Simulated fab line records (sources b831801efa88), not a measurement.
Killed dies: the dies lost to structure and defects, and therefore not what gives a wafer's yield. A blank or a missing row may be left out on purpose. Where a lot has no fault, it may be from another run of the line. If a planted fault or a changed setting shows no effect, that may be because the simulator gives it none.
Which tool is to blame? :: flow gf180mcu :: 14 lots with 42 wafers sampled at 3 steps, on a route of 602 steps

== WHAT EACH GAUGE READ, for each wafer ==
GF_M3_RS_MEAS_05: the measuring method here is four-point-probe.
lot: L442
measured: day 20 15:44
on: film_metro-03
M3_ALCU_RS (ohm/sq): 0.0682 0.0696 0.0685

lot: L443
measured: day 21 01:36
on: film_metro-03
M3_ALCU_RS (ohm/sq): 0.0704 0.0696 0.0698

lot: L444
measured: day 21 11:01
on: film_metro-02
M3_ALCU_RS (ohm/sq): 0.0694 0.0686 0.0691

lot: L445
measured: day 21 21:55
on: film_metro-01
M3_ALCU_RS (ohm/sq): 0.0692 0.0679 0.0684

lot: L446
measured: day 22 04:14
on: film_metro-01
M3_ALCU_RS (ohm/sq): 0.0698 0.0688 0.0684

lot: L448
measured: day 23 03:23
on: film_metro-02
M3_ALCU_RS (ohm/sq): 0.0699 0.0700 0.0702

lot: L449
measured: day 23 11:35
on: film_metro-03
M3_ALCU_RS (ohm/sq): 0.0683 0.0692 0.0692

lot: L453
measured: day 25 02:19
on: film_metro-01
M3_ALCU_RS (ohm/sq): 0.0701 0.0695 0.0700

lot: L454
measured: day 25 07:14
on: film_metro-03
M3_ALCU_RS (ohm/sq): 0.0692 0.0691 0.0691

lot: L459
measured: day 26 19:13
on: film_metro-02
M3_ALCU_RS (ohm/sq): 0.0710 0.0709 0.0714

lot: L460
measured: day 27 00:37
on: film_metro-03
M3_ALCU_RS (ohm/sq): 0.0696 0.0693 0.0694

lot: L462
measured: day 27 15:19
on: film_metro-01
M3_ALCU_RS (ohm/sq): 0.0694 0.0695 0.0698

lot: L463
measured: day 27 20:50
on: film_metro-01
M3_ALCU_RS (ohm/sq): 0.0681 0.0688 0.0684

lot: L464
measured: day 28 08:11
on: film_metro-03
M3_ALCU_RS (ohm/sq): 0.0708 0.0709 0.0710

GF_M3_CD_MEAS_14: target cd 280 nm.
lot: L442
measured: day 21 15:36
on: cd_sem-01
cd_nm (nm): 281.3 281.9 281.1

lot: L443
measured: day 22 01:28
on: cd_sem-02
cd_nm (nm): 279.1 279.8 278.9

lot: L444
measured: day 22 10:45
on: cd_sem-02
cd_nm (nm): 278.3 279.3 278.4

lot: L445
measured: day 22 21:19
on: cd_sem-01
cd_nm (nm): 280.3 279.8 278.8

lot: L446
measured: day 23 03:04
on: cd_sem-02
cd_nm (nm): 281.2 280.8 281.1

lot: L448
measured: day 24 02:13
on: cd_sem-01
cd_nm (nm): 280.8 279.7 279.7

lot: L449
measured: day 24 09:34
on: cd_sem-01
cd_nm (nm): 280.4 280.9 279.8

lot: L453
measured: day 25 22:57
on: cd_sem-02
cd_nm (nm): 279.7 281.2 281.2

lot: L454
measured: day 26 04:09
on: cd_sem-01
cd_nm (nm): 283.5 281.8 283.1

lot: L459
measured: day 27 15:18
on: cd_sem-01
cd_nm (nm): 281.4 281.5 281.6

lot: L460
measured: day 27 20:36
on: cd_sem-01
cd_nm (nm): 280.9 279.9 279.0

lot: L462
measured: day 28 10:42
on: cd_sem-01
cd_nm (nm): 279.7 280.0 280.1

lot: L463
measured: day 28 15:57
on: cd_sem-01
cd_nm (nm): 280.1 280.0 279.8

lot: L464
measured: day 29 02:52
on: cd_sem-01
cd_nm (nm): 280.6 281.7 282.7

GF_V3_THK_MEAS_01.
lot: L442
measured: day 21 16:28
on: film_metro-02
V3_CVD_00_THK (nm): 592 596 598

lot: L443
measured: day 22 02:20
on: film_metro-02
V3_CVD_00_THK (nm): 600 609 617

lot: L444
measured: day 22 11:49
on: film_metro-02
V3_CVD_00_THK (nm): 610 603 609

lot: L445
measured: day 22 22:10
on: film_metro-02
V3_CVD_00_THK (nm): 608 600 598

lot: L446
measured: day 23 03:55
on: film_metro-04
V3_CVD_00_THK (nm): 598 603 611

lot: L448
measured: day 24 03:07
on: film_metro-04
V3_CVD_00_THK (nm): 594 596 592

lot: L449
measured: day 24 10:32
on: film_metro-02
V3_CVD_00_THK (nm): 598 606 601

lot: L453
measured: day 25 23:49
on: film_metro-03
V3_CVD_00_THK (nm): 611 606 604

lot: L454
measured: day 26 05:01
on: film_metro-04
V3_CVD_00_THK (nm): 612 617 606

lot: L459
measured: day 27 16:37
on: film_metro-02
V3_CVD_00_THK (nm): 592 591 593

lot: L460
measured: day 27 21:31
on: film_metro-03
V3_CVD_00_THK (nm): 595 595 588

lot: L462
measured: day 28 11:35
on: film_metro-02
V3_CVD_00_THK (nm): 602 607 610

lot: L463
measured: day 28 16:49
on: film_metro-02
V3_CVD_00_THK (nm): 590 594 601

lot: L464
measured: day 29 03:45
on: film_metro-02
V3_CVD_00_THK (nm): 596 599 594

== WHICH TOOL RAN EACH LOT (tool, then ch and the chambers of the sampled wafers, then the start) ==
There is no process step in the record ahead of these readings.

== AS READ BY THE TOOLS THEMSELVES (means over the sampled wafers that have a number; for cases with no such wafer, the mark the record gives instead) ==
The record holds no such reading with a usual standard deviation.

== THE ANSWER, worked out from the rows above alone ==
Rule: the lots themselves supply what counts as usual. Put in order of their means at a reading, lots are off if they are a third of the lots or fewer, leave a main group of 4 or more, and stand apart from it by a gap of 3 or more times the standard deviation of the main group's means; of several such gaps the widest counts. Not used: any main group whose means are identical at the precision the tables above print for the reading. A lot without any number at a reading at which 4 lots or more have one is off too. Any other lot the step has rows for is counted as sound. Order of review: gauges by route order, followed by the tools' own readings, for which a lot's mean as printed above is used. The first step at which some lot is off is used, and at that step the reading that is off furthest; a lot without a number counts as furthest.
None of the lots is off at any reading shown; this tells nothing.

== WHAT WAS PUT IN BY THE SIMULATOR ==
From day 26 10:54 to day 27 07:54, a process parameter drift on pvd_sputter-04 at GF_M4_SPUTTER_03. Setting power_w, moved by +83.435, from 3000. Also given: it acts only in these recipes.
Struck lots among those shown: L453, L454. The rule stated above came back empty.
